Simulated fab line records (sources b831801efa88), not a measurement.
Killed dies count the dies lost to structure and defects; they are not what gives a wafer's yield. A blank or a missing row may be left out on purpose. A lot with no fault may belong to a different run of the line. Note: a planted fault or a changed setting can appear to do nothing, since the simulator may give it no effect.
fab line records ; flow sky130 ; part 1 of 2: steps 1 to 44 of 45
record: lots: 6; wafers: 18; last-day: 50
route steps=708 shown DNWELL@41 PWDE@45 NWELL@56 VT_ADJUST_HVTP@85 PAD_OPEN@708
lots with no fault: from the same line, run without faults
start-h: start of the lot's first displayed wafer, in hours after the record's first day ; wait-h: hours since the lot's step before ; " repeats the value in the row above ; L1.1+2: one row covering several wafers at once ; - no value, or no start was given ; * or withheld: withheld ; < > ~ a bound
route shown NAME@n: NAME is a module with steps in the file, n the number in the route of the first one ; usual: average and standard deviation across the fault-free wafers ; same: alike in all rows ; chamber/n: place in a boat ; sites: each site's reading ; _std_site: the standard deviation of these ; _edge_site: inner sites' mean taken away from outer sites' mean ; radius-mm: how far each site lies from the wafer's centre ; mask NAME#n: copy n ; behind: the last tool/chamber to shape the wafer ; hold: cause of the lot's hold/its duration in hours/its outcome ; device: transistor that didn't switch, given as n, p or np ; end of line: tests run on the same wafers once the route is complete ; a step given without rows: its recipe and nothing more ; killed: count of dies lost to structure and defects at first sort (not the wafer's yield) ; map: the dies of a wafer, with x for killed, . for not killed, _ for no die there
set.NAME: the run value of the setting; set.NAME@STEP: its run value at that earlier step ; model.NAME: the simulator's own value behind a step, which no gauge read
lots at selected steps of the route; one table per step, one row per wafer
services: when a tool's chamber went out of use (start-h, in hours from the record's first day, below 0 if earlier), for how many hours, and the reason
== steps ==
step: SKY_DNWELL_DEVELOP_06
recipe: wall-angle-deg: 90; developer: TMAH; develop-time-s: 60; dev-temp-c: 23
step: SKY_DNWELL_IMPLANT_07
recipe: species: P; energy-kev: withheld; dose-cm2: withheld; tilt-deg: withheld
step: SKY_DNWELL_STRIP_08
recipe: chemistry: O2/N2; power-w: 1400; pressure-mtorr: 1500; platen-temp-c: withheld; o2-flow-sccm: 3000; n2-flow-sccm: 300; overash-fraction: 0.5
usual: chamber-pressure-mTorr: 1500.1/1.4; drypump-motor-current-A: 5.54/0.24; oes-product-au: 0.722/0.0044; strip-time-to-endpoint-s: 36.89/0.1
lot.wafer;tool;chamber;start-h;wait-h;chamber-pressure-mTorr;drypump-motor-current-A;oes-product-au;rf-hours-counter-h;strip-time-to-endpoint-s
L424.2;plasma-asher-01;1;57.75;0.1;1500.5;5.24;0.717;36;36.71
L424.4;plasma-asher-01;1;57.75;0.1;1499.5;5.23;0.724;-;36.74
L424.5;plasma-asher-01;1;57.75;0.1;1500.4;5.25;0.715;-;36.74
L436.3;plasma-asher-04;1;118.83;0.1;1499.8;5.36;0.715;-;36.80
L436.4;plasma-asher-04;0;118.83;0.1;1498.5;5.71;0.723;-;36.86
L436.6;plasma-asher-04;0;118.83;0.1;1499.0;5.69;0.720;-;36.67
L437.1;plasma-asher-03;1;129.85;0.1;1500.1;5.95;0.721;35;37.10
L437.2;plasma-asher-03;0;129.85;0.1;1501.8;5.45;0.724;35;37.12
L437.6;plasma-asher-03;0;129.85;0.1;1498.6;5.45;0.725;-;37.04
L438.4;plasma-asher-03;0;134.14;0.1;1501.0;5.44;0.728;-;36.85
L438.5;plasma-asher-03;0;134.14;0.1;1499.7;5.45;0.726;-;36.67
L438.6;plasma-asher-03;1;134.14;0.1;1500.2;5.96;0.715;-;36.70
L445.1;plasma-asher-04;0;171.40;0.1;1497.9;5.70;0.720;47;36.89
L445.3;plasma-asher-04;0;171.40;0.1;1499.8;5.68;0.727;-;36.88
L445.6;plasma-asher-04;0;171.40;0.1;1500.8;5.69;0.730;-;36.89
L446.1;plasma-asher-03;0;183.50;0.1;1498.8;5.43;0.733;40;36.89
L446.2;plasma-asher-03;1;183.50;0.1;1502.0;5.95;0.728;40;37.01
L446.4;plasma-asher-03;0;183.50;0.1;1500.3;5.43;0.715;-;36.87
step: SKY_DNWELL_TW_MEAS_09
usual: DNWELL_TW: 1117/7.8
lot.wafer;tool;chamber;start-h;wait-h;DNWELL_TW
L424.2;film-metro-02;-;57.86;0.1;1109
L424.4;film-metro-02;-;57.86;0.1;1115
L424.5;film-metro-02;-;57.86;0.1;1117
L436.3;film-metro-02;-;118.92;0.1;1134
L436.4;film-metro-02;-;118.92;0.1;1130
L436.6;film-metro-02;-;118.92;0.1;1133
L437.1;film-metro-02;-;129.95;0.1;1112
L437.2;film-metro-02;-;129.95;0.1;1109
L437.6;film-metro-02;-;129.95;0.1;1109
L438.4;film-metro-01;-;134.24;0.1;1118
L438.5;film-metro-01;-;134.24;0.1;1117
L438.6;film-metro-01;-;134.24;0.1;1122
L445.1;film-metro-02;-;171.50;0.1;1103
L445.3;film-metro-02;-;171.50;0.1;1102
L445.6;film-metro-02;-;171.50;0.1;1096
L446.1;film-metro-01;-;183.60;0.1;1119
L446.2;film-metro-01;-;183.60;0.1;1113
L446.4;film-metro-01;-;183.60;0.1;1104
step: SKY_PWDE_DEHYDRATE_00
recipe: temp-c: 200; time-s: 60
step: SKY_PWDE_HMDS_01
recipe: prime-time-s: 60; prime-temp-c: 120
step: SKY_PWDE_COAT_02
recipe: spin-rpm: 2000; resist-thk-nm: 3000
step: SKY_PWDE_SOFTBAKE_03
recipe: temp-c: 110; time-s: withheld
step: SKY_PWDE_EXPOSE_04
recipe: mask-id: PWDEM; na: 0.6; source-shape: conventional; sigma-outer: 0.6; polarization: unpolarized; target-cd-nm: 840; dose-mj: 214
step: SKY_PWDE_PEB_05
recipe: temp-c: 115; time-s: withheld
step: SKY_PWDE_DEVELOP_06
recipe: wall-angle-deg: 90; developer: TMAH; develop-time-s: 60; dev-temp-c: 23
step: SKY_PWDE_OVL_MEAS_07
usual: PWDE_OVL: -0.7/1.4
lot.wafer;tool;chamber;start-h;wait-h;PWDE_OVL[nm]
L424.2;overlay-01;-;73.59;-;-1.0
L424.4;overlay-01;-;73.59;-;-1.4
L424.5;overlay-01;-;73.59;-;0.2
L436.3;overlay-01;-;136.42;-;-3.0
L436.4;overlay-01;-;136.42;-;-1.0
L436.6;overlay-01;-;136.42;-;-0.5
L437.1;overlay-01;-;148.21;-;0.6
L437.2;overlay-01;-;148.21;-;-1.3
L437.6;overlay-01;-;148.21;-;-0.1
L438.4;overlay-02;-;153.11;-;0.6
L438.5;overlay-02;-;153.11;-;-0.2
L438.6;overlay-02;-;153.11;-;0.5
L445.1;overlay-02;-;191.98;-;-1.8
L445.3;overlay-02;-;191.98;-;1.7
L445.6;overlay-02;-;191.98;-;0.1
L446.1;overlay-02;-;204.58;-;2.3
L446.2;overlay-02;-;204.58;-;-0.4
L446.4;overlay-02;-;204.58;-;-0.3
step: SKY_PWDE_IMPLANT_08
recipe: species: B; energy-kev: 150; dose-cm2: 3.6e+12; tilt-deg: withheld
usual: dose-ions-cm2: 3.6e+12/3.7e+09; faraday-current-uA: 20.3/0.37
same: implant-ion-amu: 11
lot.wafer;tool;chamber;start-h;wait-h;dose-ions-cm2;faraday-current-uA
L424.2;implanter-01;0;73.64;0.0;3.596e+12;20.1
L424.4;implanter-01;0;73.64;0.0;3.598e+12;20.5
L424.5;implanter-01;0;73.64;0.0;3.594e+12;20.0
L436.3;implanter-03;0;136.49;0.1;3.599e+12;20.4
L436.4;implanter-03;0;136.49;0.1;3.6e+12;20.1
L436.6;implanter-03;0;136.49;0.1;3.6e+12;19.5
L437.1;implanter-03;0;148.24;0.0;3.854e+12;22.1
L437.2;implanter-03;0;148.24;0.0;3.851e+12;21.6
L437.6;implanter-03;0;148.24;0.0;3.852e+12;21.8
L438.4;implanter-03;0;153.21;0.1;3.853e+12;21.8
L438.5;implanter-03;0;153.21;0.1;3.856e+12;21.2
L438.6;implanter-03;0;153.21;0.1;3.848e+12;21.6
L445.1;implanter-01;0;192.02;0.0;3.602e+12;20.8
L445.3;implanter-01;0;192.02;0.0;3.597e+12;20.5
L445.6;implanter-01;0;192.02;0.0;3.597e+12;19.9
L446.1;implanter-02;0;204.62;0.0;3.599e+12;20.5
L446.2;implanter-02;0;204.62;0.0;3.603e+12;19.6
L446.4;implanter-02;0;204.62;0.0;3.605e+12;20.1
step: SKY_PWDE_STRIP_09
recipe: chemistry: O2/N2; power-w: 1400; pressure-mtorr: 1500; platen-temp-c: withheld; o2-flow-sccm: 3000; n2-flow-sccm: 300; overash-fraction: 0.5
usual: chamber-pressure-mTorr: 1500.1/1.4; drypump-motor-current-A: 5.47/0.15; oes-product-au: 0.722/0.0046; strip-time-to-endpoint-s: 36.89/0.11
lot.wafer;tool;chamber;start-h;wait-h;chamber-pressure-mTorr;drypump-motor-current-A;oes-product-au;rf-hours-counter-h;strip-time-to-endpoint-s
L424.2;plasma-asher-04;1;73.77;0.1;1500.1;5.39;0.730;37;36.84
L424.4;plasma-asher-04;1;73.77;0.1;1498.0;5.40;0.723;-;36.88
L424.5;plasma-asher-04;0;73.77;0.1;1498.4;5.72;0.716;-;37.04
L436.3;plasma-asher-04;1;136.63;0.1;1500.1;5.39;0.725;-;37.03
L436.4;plasma-asher-04;0;136.63;0.1;1501.9;5.68;0.724;-;37.04
L436.6;plasma-asher-04;0;136.63;0.1;1502.9;5.69;0.732;-;37.03
L437.1;plasma-asher-01;1;148.39;0.1;1500.7;5.19;0.724;45;37.05
L437.2;plasma-asher-01;0;148.39;0.1;1502.0;5.47;0.721;45;37.04
L437.6;plasma-asher-01;1;148.39;0.1;1502.8;5.19;0.723;-;36.95
L438.4;plasma-asher-01;1;153.32;0.1;1496.2;5.22;0.720;-;36.85
L438.5;plasma-asher-01;0;153.32;0.1;1499.5;5.45;0.717;-;36.81
L438.6;plasma-asher-01;1;153.32;0.1;1498.2;5.19;0.717;-;36.88
L445.1;plasma-asher-02;0;192.17;0.1;1500.3;5.47;0.728;6;36.94
L445.3;plasma-asher-02;1;192.17;0.1;1501.1;5.51;0.719;-;36.91
L445.6;plasma-asher-02;0;192.17;0.1;1497.4;5.48;0.717;-;36.89
L446.1;plasma-asher-01;0;204.77;0.1;1500.5;5.45;0.716;50;36.87
L446.2;plasma-asher-01;1;204.77;0.1;1501.8;5.23;0.722;50;36.84
L446.4;plasma-asher-01;1;204.77;0.1;1501.0;5.24;0.721;-;36.84
step: SKY_PWDE_TW_MEAS_10
usual: PWDE_TW: 374.4/2.7
lot.wafer;tool;chamber;start-h;wait-h;PWDE_TW
L424.2;film-metro-04;-;73.88;0.1;375.3
L424.4;film-metro-04;-;73.88;0.1;375.4
L424.5;film-metro-04;-;73.88;0.1;373.8
L436.3;film-metro-04;-;136.73;0.1;373.9
L436.4;film-metro-04;-;136.73;0.1;374.1
L436.6;film-metro-04;-;136.73;0.1;376.1
L437.1;film-metro-02;-;148.49;0.1;378.8
L437.2;film-metro-02;-;148.49;0.1;379.4
L437.6;film-metro-02;-;148.49;0.1;376.9
L438.4;film-metro-01;-;153.41;0.1;380.7
L438.5;film-metro-01;-;153.41;0.1;382.4
L438.6;film-metro-01;-;153.41;0.1;383.7
L445.1;film-metro-04;-;192.27;0.1;373.0
L445.3;film-metro-04;-;192.27;0.1;373.1
L445.6;film-metro-04;-;192.27;0.1;374.8
L446.1;film-metro-01;-;204.87;0.1;373.1
L446.2;film-metro-01;-;204.87;0.1;377.5
L446.4;film-metro-01;-;204.87;0.1;374.3
step: SKY_NWELL_DEHYDRATE_03
recipe: temp-c: 200; time-s: 60
step: SKY_NWELL_HMDS_04
recipe: prime-time-s: 60; prime-temp-c: 120
step: SKY_NWELL_COAT_05
recipe: spin-rpm: 2000; resist-thk-nm: 3000
step: SKY_NWELL_SOFTBAKE_06
recipe: temp-c: 110; time-s: withheld
step: SKY_NWELL_EXPOSE_07
recipe: mask-id: NWM; na: 0.6; source-shape: conventional; sigma-outer: 0.6; polarization: unpolarized; target-cd-nm: 840; dose-mj: 255
step: SKY_NWELL_PEB_08
recipe: temp-c: 115; time-s: withheld
step: SKY_NWELL_DEVELOP_09
recipe: wall-angle-deg: 90; developer: TMAH; develop-time-s: 60; dev-temp-c: 23
step: SKY_NWELL_OVL_MEAS_10
usual: NWELL_00_OVL: 0.0/1.4
lot.wafer;tool;chamber;start-h;wait-h;NWELL_00_OVL[nm]
L424.2;overlay-01;-;90.36;-;0.1
L424.4;overlay-01;-;90.36;-;1.5
L424.5;overlay-01;-;90.36;-;0.4
L436.3;overlay-01;-;155.55;-;2.1
L436.4;overlay-01;-;155.55;-;2.2
L436.6;overlay-01;-;155.55;-;3.2
L437.1;overlay-01;-;167.90;-;-2.3
L437.2;overlay-01;-;167.90;-;-1.1
L437.6;overlay-01;-;167.90;-;-2.2
L438.4;overlay-02;-;173.85;-;-0.8
L438.5;overlay-02;-;173.85;-;-0.4
L438.6;overlay-02;-;173.85;-;0.0
L445.1;overlay-01;-;213.66;-;2.3
L445.3;overlay-01;-;213.66;-;3.1
L445.6;overlay-01;-;213.66;-;2.0
L446.1;overlay-02;-;227.50;-;0.7
L446.2;overlay-02;-;227.50;-;1.7
L446.4;overlay-02;-;227.50;-;1.0
step: SKY_NWELL_IMPLANT_11
recipe: species: P; energy-kev: 400; dose-cm2: 1.9e+13; tilt-deg: withheld
step: SKY_NWELL_IMPLANT_12
recipe: species: P; energy-kev: 120; dose-cm2: 1.3e+12; tilt-deg: withheld
step: SKY_NWELL_IMPLANT_13
recipe: species: P; energy-kev: 50; dose-cm2: 7e+11; tilt-deg: withheld
step: SKY_NWELL_STRIP_14
recipe: chemistry: O2/N2; power-w: 1400; pressure-mtorr: 1500; platen-temp-c: withheld; o2-flow-sccm: 3000; n2-flow-sccm: 300; overash-fraction: 0.5
usual: chamber-pressure-mTorr: 1500.0/1.4; drypump-motor-current-A: 5.49/0.18; oes-product-au: 0.723/0.0045; strip-time-to-endpoint-s: 36.87/0.11
lot.wafer;tool;chamber;start-h;wait-h;chamber-pressure-mTorr;drypump-motor-current-A;oes-product-au;rf-hours-counter-h;strip-time-to-endpoint-s
L424.2;plasma-asher-02;0;90.84;0.1;1502.0;5.45;0.725;41;36.82
L424.4;plasma-asher-02;1;90.84;0.1;1499.0;5.51;0.719;-;36.70
L424.5;plasma-asher-02;1;90.84;0.1;1499.9;5.51;0.715;-;36.65
L436.3;plasma-asher-01;0;156.05;0.1;1500.4;5.47;0.718;-;36.84
L436.4;plasma-asher-01;1;156.05;0.1;1501.4;5.25;0.711;-;36.96
L436.6;plasma-asher-01;1;156.05;0.1;1498.9;5.21;0.727;-;36.90
L437.1;plasma-asher-02;1;168.39;0.1;1501.6;5.53;0.726;4;36.95
L437.2;plasma-asher-02;0;168.39;0.1;1499.0;5.43;0.723;4;36.99
L437.6;plasma-asher-02;0;168.39;0.1;1499.0;5.44;0.722;-;37.04
L438.4;plasma-asher-01;0;174.35;0.1;1499.1;5.49;0.726;-;36.96
L438.5;plasma-asher-01;1;174.35;0.1;1500.0;5.24;0.726;-;36.82
L438.6;plasma-asher-01;0;174.35;0.1;1501.3;5.47;0.725;-;36.91
L445.1;plasma-asher-03;1;214.14;0.1;1500.7;5.96;0.718;43;36.84
L445.3;plasma-asher-03;0;214.14;0.1;1499.8;5.42;0.724;-;36.95
L445.6;plasma-asher-03;1;214.14;0.1;1499.7;5.96;0.722;-;36.94
L446.1;plasma-asher-02;1;227.99;0.1;1501.7;5.53;0.724;10;36.73
L446.2;plasma-asher-02;0;227.99;0.1;1500.3;5.48;0.716;10;36.88
L446.4;plasma-asher-02;0;227.99;0.1;1500.6;5.48;0.729;-;36.88
step: SKY_NWELL_TW_MEAS_15
usual: NWELL_TW: 1818/14
lot.wafer;tool;chamber;start-h;wait-h;NWELL_TW
L424.2;film-metro-04;-;90.95;0.1;1823
L424.4;film-metro-04;-;90.95;0.1;1825
L424.5;film-metro-04;-;90.95;0.1;1820
L436.3;film-metro-02;-;156.14;0.1;1801
L436.4;film-metro-02;-;156.14;0.1;1804
L436.6;film-metro-02;-;156.14;0.1;1805
L437.1;film-metro-02;-;168.49;0.1;1795
L437.2;film-metro-02;-;168.49;0.1;1804
L437.6;film-metro-02;-;168.49;0.1;1805
L438.4;film-metro-04;-;174.45;0.1;1820
L438.5;film-metro-04;-;174.45;0.1;1818
L438.6;film-metro-04;-;174.45;0.1;1827
L445.1;film-metro-02;-;214.24;0.1;1790
L445.3;film-metro-02;-;214.24;0.1;1802
L445.6;film-metro-02;-;214.24;0.1;1796
L446.1;film-metro-01;-;228.11;0.1;1819
L446.2;film-metro-01;-;228.11;0.1;1827
L446.4;film-metro-01;-;228.11;0.1;1820
step: SKY_NWELL_DEHYDRATE_16
recipe: temp-c: 200; time-s: 60
step: SKY_NWELL_HMDS_17
recipe: prime-time-s: 60; prime-temp-c: 120
step: SKY_NWELL_COAT_18
recipe: spin-rpm: 2000; resist-thk-nm: 3000
step: SKY_NWELL_SOFTBAKE_19
recipe: temp-c: 110; time-s: withheld
step: SKY_NWELL_EXPOSE_20
recipe: mask-id: NWM_COMPLEMENT; na: 0.6; source-shape: conventional; sigma-outer: 0.6; polarization: unpolarized; target-cd-nm: 840; dose-mj: 260
step: SKY_NWELL_PEB_21
recipe: temp-c: 115; time-s: withheld
step: SKY_NWELL_DEVELOP_22
recipe: wall-angle-deg: 90; developer: TMAH; develop-time-s: 60; dev-temp-c: 23
step: SKY_NWELL_OVL_MEAS_23
usual: NWELL_01_OVL: 0.1/1.4
lot.wafer;tool;chamber;start-h;wait-h;NWELL_01_OVL[nm]
L424.2;overlay-02;-;108.64;-;1.3
L424.4;overlay-02;-;108.64;-;0.3
L424.5;overlay-02;-;108.64;-;1.5
L436.3;overlay-02;-;176.21;-;-1.1
L436.4;overlay-02;-;176.21;-;-1.5
L436.6;overlay-02;-;176.21;-;-1.2
L437.1;overlay-01;-;188.90;-;1.9
L437.2;overlay-01;-;188.90;-;3.8
L437.6;overlay-01;-;188.90;-;1.2
L438.4;overlay-01;-;194.85;-;-1.6
L438.5;overlay-01;-;194.85;-;0.3
L438.6;overlay-01;-;194.85;-;-1.0
L445.1;overlay-02;-;236.66;-;0.7
L445.3;overlay-02;-;236.66;-;-0.6
L445.6;overlay-02;-;236.66;-;0.7
L446.1;overlay-01;-;250.48;-;0.0
L446.2;overlay-01;-;250.48;-;0.5
L446.4;overlay-01;-;250.48;-;0.9
step: SKY_NWELL_IMPLANT_24
recipe: species: B; energy-kev: 140; dose-cm2: 9.2e+12; tilt-deg: withheld
step: SKY_NWELL_STRIP_25
recipe: chemistry: O2/N2; power-w: 1400; pressure-mtorr: 1500; platen-temp-c: withheld; o2-flow-sccm: 3000; n2-flow-sccm: 300; overash-fraction: 0.5
usual: chamber-pressure-mTorr: 1500.1/1.5; drypump-motor-current-A: 5.54/0.23; oes-product-au: 0.723/0.005; strip-time-to-endpoint-s: 36.90/0.097
lot.wafer;tool;chamber;start-h;wait-h;chamber-pressure-mTorr;drypump-motor-current-A;oes-product-au;rf-hours-counter-h;strip-time-to-endpoint-s
L424.2;plasma-asher-01;1;108.82;0.1;1499.8;5.22;0.729;40;37.08
L424.4;plasma-asher-01;1;108.82;0.1;1502.0;5.20;0.722;-;37.16
L424.5;plasma-asher-01;1;108.82;0.1;1501.0;5.22;0.727;-;37.15
L436.3;plasma-asher-01;0;176.42;0.1;1499.9;5.47;0.725;-;36.92
L436.4;plasma-asher-01;1;176.42;0.1;1501.0;5.21;0.723;-;36.98
L436.6;plasma-asher-01;0;176.42;0.1;1501.1;5.46;0.728;-;36.95
L437.1;plasma-asher-02;0;189.09;0.1;1501.3;5.47;0.725;6;36.90
L437.2;plasma-asher-02;1;189.09;0.1;1500.3;5.50;0.728;6;36.89
L437.6;plasma-asher-02;0;189.09;0.1;1498.5;5.48;0.723;-;36.97
L438.4;plasma-asher-02;1;195.05;0.1;1499.4;5.54;0.716;-;36.95
L438.5;plasma-asher-02;1;195.05;0.1;1502.0;5.54;0.729;-;36.91
L438.6;plasma-asher-02;0;195.05;0.1;1500.9;5.48;0.728;-;37.00
L445.1;plasma-asher-02;0;236.84;0.1;1500.2;5.48;0.729;11;36.84
L445.3;plasma-asher-02;0;236.84;0.1;1500.4;5.46;0.717;-;36.84
L445.6;plasma-asher-02;1;236.84;0.1;1502.9;5.52;0.730;-;36.93
L446.1;plasma-asher-03;0;250.67;0.1;1499.9;5.43;0.716;47;36.78
L446.2;plasma-asher-03;1;250.67;0.1;1498.1;5.95;0.718;47;36.81
L446.4;plasma-asher-03;0;250.67;0.1;1501.0;5.44;0.726;-;36.89
step: SKY_NWELL_TW_MEAS_26
usual: NWELL_2_TW: 496/3.2
lot.wafer;tool;chamber;start-h;wait-h;NWELL_2_TW
L424.2;film-metro-01;-;108.93;0.1;500
L424.4;film-metro-01;-;108.93;0.1;501
L424.5;film-metro-01;-;108.93;0.1;501
L436.3;film-metro-01;-;176.51;0.1;498
L436.4;film-metro-01;-;176.51;0.1;498
L436.6;film-metro-01;-;176.51;0.1;498
L437.1;film-metro-02;-;189.19;0.1;492
L437.2;film-metro-02;-;189.19;0.1;493
L437.6;film-metro-02;-;189.19;0.1;493
L438.4;film-metro-04;-;195.15;0.1;499
L438.5;film-metro-04;-;195.15;0.1;495
L438.6;film-metro-04;-;195.15;0.1;499
L445.1;film-metro-02;-;236.94;0.1;494
L445.3;film-metro-02;-;236.94;0.1;496
L445.6;film-metro-02;-;236.94;0.1;494
L446.1;film-metro-01;-;250.77;0.1;495
L446.2;film-metro-01;-;250.77;0.1;497
L446.4;film-metro-01;-;250.77;0.1;497
step: SKY_NWELL_CLEAN_27
recipe: chemistry: SC1/SC2; mix: 1:4:20; temp-c: 70; time-s: 150; dry: n2-spin
step: SKY_NWELL_RTA_28
recipe: temp-c: 1050; time-s: 30; idle-temp-c: 650; ramp-up-c-per-s: 150; ramp-down-c-per-s: 90; ambient: N2
usual: chamber-o2-ppm: 1.999/0.023; lamp-power-pct: 25.30/0.053; wafer_temp_C_max: 1054.9/0.92
lot.wafer;tool;chamber;start-h;wait-h;chamber-o2-ppm;lamp-power-pct;wafer_temp_C_max
L424.2;rtp-anneal-01;0;109.05;0.0;1.995;25.37;1054.3
L424.4;rtp-anneal-01;0;109.05;0.0;2.018;25.31;1053.7
L424.5;rtp-anneal-01;0;109.05;0.0;2.007;25.27;1055.5
L436.3;rtp-anneal-02;0;176.63;0.0;2.013;25.37;1056.1
L436.4;rtp-anneal-02;0;176.63;0.0;1.987;25.22;1056.2
L436.6;rtp-anneal-02;0;176.63;0.0;2.009;25.38;1056.1
L437.1;rtp-anneal-02;0;189.30;0.0;2.037;25.33;1054.7
L437.2;rtp-anneal-02;0;189.30;0.0;2.046;25.33;1054.8
L437.6;rtp-anneal-02;0;189.30;0.0;2.023;25.38;1054.4
L438.4;rtp-anneal-02;0;195.28;0.1;1.989;25.32;1054.8
L438.5;rtp-anneal-02;0;195.28;0.1;1.992;25.27;1055.3
L438.6;rtp-anneal-02;0;195.28;0.1;2.035;25.32;1056.1
L445.1;rtp-anneal-02;0;237.05;0.0;1.973;25.31;1055.0
L445.3;rtp-anneal-02;0;237.05;0.0;1.997;25.29;1054.5
L445.6;rtp-anneal-02;0;237.05;0.0;2.014;25.22;1055.5
L446.1;rtp-anneal-01;0;250.93;0.0;2.034;25.36;1055.6
L446.2;rtp-anneal-01;0;250.93;0.0;2.022;25.30;1055.4
L446.4;rtp-anneal-01;0;250.93;0.0;1.997;25.30;1053.4
step: SKY_NWELL_RS_MEAS_29
recipe: thk-meas-gauge: four-point-probe
usual: NWELL_RS: 625.2/1.5
lot.wafer;tool;chamber;start-h;wait-h;NWELL_RS[ohm/sq]
L424.2;film-metro-04;-;109.15;0.1;626.3
L424.4;film-metro-04;-;109.15;0.1;624.1
L424.5;film-metro-04;-;109.15;0.1;625.0
L436.3;film-metro-01;-;176.74;0.1;626.9
L436.4;film-metro-01;-;176.74;0.1;626.2
L436.6;film-metro-01;-;176.74;0.1;626.1
L437.1;film-metro-01;-;189.40;0.1;623.5
L437.2;film-metro-01;-;189.40;0.1;624.7
L437.6;film-metro-01;-;189.40;0.1;623.5
L438.4;film-metro-02;-;195.39;0.1;626.3
L438.5;film-metro-02;-;195.39;0.1;626.3
L438.6;film-metro-02;-;195.39;0.1;625.2
L445.1;film-metro-02;-;237.15;0.1;628.2
L445.3;film-metro-02;-;237.15;0.1;628.4
L445.6;film-metro-02;-;237.15;0.1;625.3
L446.1;film-metro-04;-;251.03;0.1;625.2
L446.2;film-metro-04;-;251.03;0.1;625.1
L446.4;film-metro-04;-;251.03;0.1;625.8
step: SKY_NWELL_RS_MEAS_31
recipe: thk-meas-gauge: four-point-probe
usual: PWDE_RS: 5283/20
lot.wafer;tool;chamber;start-h;wait-h;hold;PWDE_RS[ohm/sq]
L424.2;film-metro-04;-;109.39;0.1;-;5291
L424.4;film-metro-04;-;109.39;0.1;-;5291
L424.5;film-metro-04;-;109.39;0.1;-;5299
L436.3;film-metro-01;-;176.98;0.1;-;5255
L436.4;film-metro-01;-;176.98;0.1;-;5260
L436.6;film-metro-01;-;176.98;0.1;-;5270
L437.1;film-metro-01;-;189.64;0.1;await-dispo/0.2h/release;5035
L437.2;film-metro-01;-;189.64;0.1;await-dispo/0.2h/release;5018
L437.6;film-metro-01;-;189.64;0.1;await-dispo/0.2h/release;5020
L437.1;film-metro-01;-;189.92;0.3;-;5025
L437.2;film-metro-01;-;189.92;0.3;-;5003
L437.6;film-metro-01;-;189.92;0.3;-;5016
L438.4;film-metro-02;-;195.63;0.1;await-dispo/0.2h/release;5016
L438.5;film-metro-02;-;195.63;0.1;await-dispo/0.2h/release;4999
L438.6;film-metro-02;-;195.63;0.1;await-dispo/0.2h/release;4991
L438.4;film-metro-02;-;195.92;0.3;-;5024
L438.5;film-metro-02;-;195.92;0.3;-;5003
L438.6;film-metro-02;-;195.92;0.3;-;4993
L445.1;film-metro-02;-;237.39;0.1;-;5268
L445.3;film-metro-02;-;237.39;0.1;-;5257
L445.6;film-metro-02;-;237.39;0.1;-;5262
L446.1;film-metro-04;-;251.27;0.1;-;5270
L446.2;film-metro-04;-;251.27;0.1;-;5273
L446.4;film-metro-04;-;251.27;0.1;-;5289
step: SKY_VT_ADJUST_HVTP_DEHYDRATE_00
recipe: temp-c: 200; time-s: 60
lot.wafer;tool;chamber;start-h;wait-h;hold
L424.2+4+5;litho-track-01;0;117.97;8.6;-
L436.3+4+6;litho-track-01;0;186.80;9.8;-
L437.1+2+6;litho-track-03;0;200.45;10.5;await-dispo/0.7h/release
L438.4+5+6;litho-track-03;0;206.18;10.2;await-dispo/2.6h/release
L445.1+3+6;litho-track-04;0;248.58;11.2;-
L446.1+2+4;litho-track-01;0;262.45;11.2;-
== key ==
first-sign: step: SKY_PWDE_IMPLANT_08; reading: dose-ions-cm2; direction: up; sigmas: 68; usual: *; struck: *
effect: step: SKY_PWDE_IMPLANT_08; reading: faraday-current-uA; direction: up; sigmas: 3.7; usual: 20.3; struck: 21.7
effect: step: SKY_PWDE_TW_MEAS_10; reading: PWDE_TW; direction: up; sigmas: 2.2; usual: 374.4; struck: 380.3
effect: step: SKY_NWELL_RS_MEAS_31; reading: PWDE_RS; direction: down; sigmas: 13; usual: 5283; struck: 5013
model-effect: step: SKY_PAD_OPEN_PROBE_99; value: etest.res-pwde-under-gate.rs-ohm-sq; without: 6207; struck: 5827
met-at SKY_PWDE_IMPLANT_08
struck-wafers L437.1,L437.2,L437.6,L438.4,L438.5,L438.6
tester-left-out L437,L438
onset-between 136.49 148.24
fault: kind: process-parameter-drift; tool: implanter-03; chamber: -; onset-h: 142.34; steps: SKY_PWDE_IMPLANT_08; channel: dose-cm2; offset: *; shape: step; end-h: 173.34; acts-in: *; stated: *
tester-left-out: of these lots the tester's yield and bins aren't shown, on N5 and GAA mostly nor the transistor test; their killed dies are dies lost to structure and defects alone, not to doping, threshold or leakage, so they don't give the yield
